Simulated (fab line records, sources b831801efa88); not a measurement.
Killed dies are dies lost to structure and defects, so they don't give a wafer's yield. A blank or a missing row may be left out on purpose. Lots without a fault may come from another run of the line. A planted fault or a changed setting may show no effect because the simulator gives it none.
A struck lot beside a sound one | flow sky130 | 15 steps out of a route of 708
Sound: wafers L614.2, L614.5, L614.6. Struck: wafers L621.4, L621.5. (L621.1 of the same lot was not struck and is left out.) The cause comes at the end.
At each step with rows: each side's tool, then ch and its chambers, then its first start. Under that, the readings that differ: sound wafers | struck wafers | difference of the means | sigmas: that difference in standard deviations of wafers without a fault.
alike: readings whose means differ by less than 2 such deviations, and words and numbers that are the same on both sides. not compared: withheld readings, readings that some wafer has no value for, bounds like >300 that may hide the same value, and numbers for which the record gives no deviation and whose values overlap.
The two part at a step that has a row with sigmas, a row that says differs or no value, or rows on one side only. Numbers that don't overlap but have no deviation are shown without sigmas and don't part them. A reading that every wafer of one side lacks parts them only if that side has two wafers or more.

SKY_VIA4_THK_MEAS_20: measures by xrf.
  sound on film_metro-02, day 46 19:31; struck on film_metro-03, day 48 15:01
  alike: VIA4_W_THK
SKY_VIA4_CMP_21: polishes, stops on SiO2, t overpolish 25 s, target thk 0 nm.
  sound on cmp-02 ch 2,3, day 46 19:34; struck on cmp-02 ch 3, day 48 15:04
  alike: motor_current_A, overpolish_run_s, time_to_endpoint_s
SKY_METAL5_SPUTTER_00: material Ti, target thk 15 nm, time 10 s.
  sound on pvd_sputter-04, day 46 19:52; struck on pvd_sputter-01, day 48 15:22
  alike: throttle_valve_pct
then, 1 step without rows for these wafers: SKY_METAL5_SPUTTER_01 (material TiN, target thk 20 nm, time 16.7 s).
SKY_METAL5_SPUTTER_02: material AlCu, target thk 1150 nm, time 61.2 s.
  sound on pvd_sputter-04, day 46 19:55; struck on pvd_sputter-01, day 48 15:25
  alike: throttle_valve_pct
SKY_METAL5_SPUTTER_03: material Ti, target thk 5 nm, time 3.3 s.
  sound on pvd_sputter-04, day 46 19:58; struck on pvd_sputter-01, day 48 15:28
  alike: throttle_valve_pct
SKY_METAL5_SPUTTER_04: material TiN, target thk 70 nm, time 58.3 s.
  sound on pvd_sputter-04, day 46 19:59; struck on pvd_sputter-01, day 48 15:29
  alike: throttle_valve_pct
SKY_METAL5_RS_MEAS_05: measures by four-point-probe.
  sound on film_metro-02, day 46 20:03; struck on film_metro-01, day 48 15:32
  alike: METAL5_ALCU_RS
SKY_METAL5_THK_MEAS_06: measures by xrf.
  sound on film_metro-02, day 46 20:10; struck on film_metro-01, day 48 15:40
  alike: METAL5_ALCU_THK
then, 3 steps without rows for these wafers: SKY_METAL5_DEHYDRATE_07 (time 60 s); SKY_METAL5_HMDS_08 (prime time 60 s); SKY_METAL5_COAT_09 (resist thk 1800 nm).
SKY_METAL5_SOFTBAKE_10: time 60 s.
  sound on litho_track-03 ch 0, day 47 05:50; struck on litho_track-02 ch 0, day 48 23:52
  reading                  | sound             | struck      | difference | sigmas
  heater_power_total_W (W) | 56.64 56.61 56.60 | 58.16 58.02 | +1.47      | +29
  run_length_s (s)         | 88.93 88.80 89.17 | 84.43 84.47 | -4.52      | -41
then, 1 step without rows for these wafers: SKY_METAL5_EXPOSE_11 (exposes mask MM5, target cd 1600 nm).
SKY_PAD_OPEN_PROBE_99:
  the record has rows for the sound wafers here (prober-02, day 49 09:27) and none for the struck ones

WHERE THEY PART
First at SKY_METAL5_SOFTBAKE_10; last, within this record, at SKY_PAD_OPEN_PROBE_99.

WHY: what the simulator had put in
Process parameter drift: litho_track-02, from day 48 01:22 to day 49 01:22, at SKY_METAL5_SOFTBAKE_10. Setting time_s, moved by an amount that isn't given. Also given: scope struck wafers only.
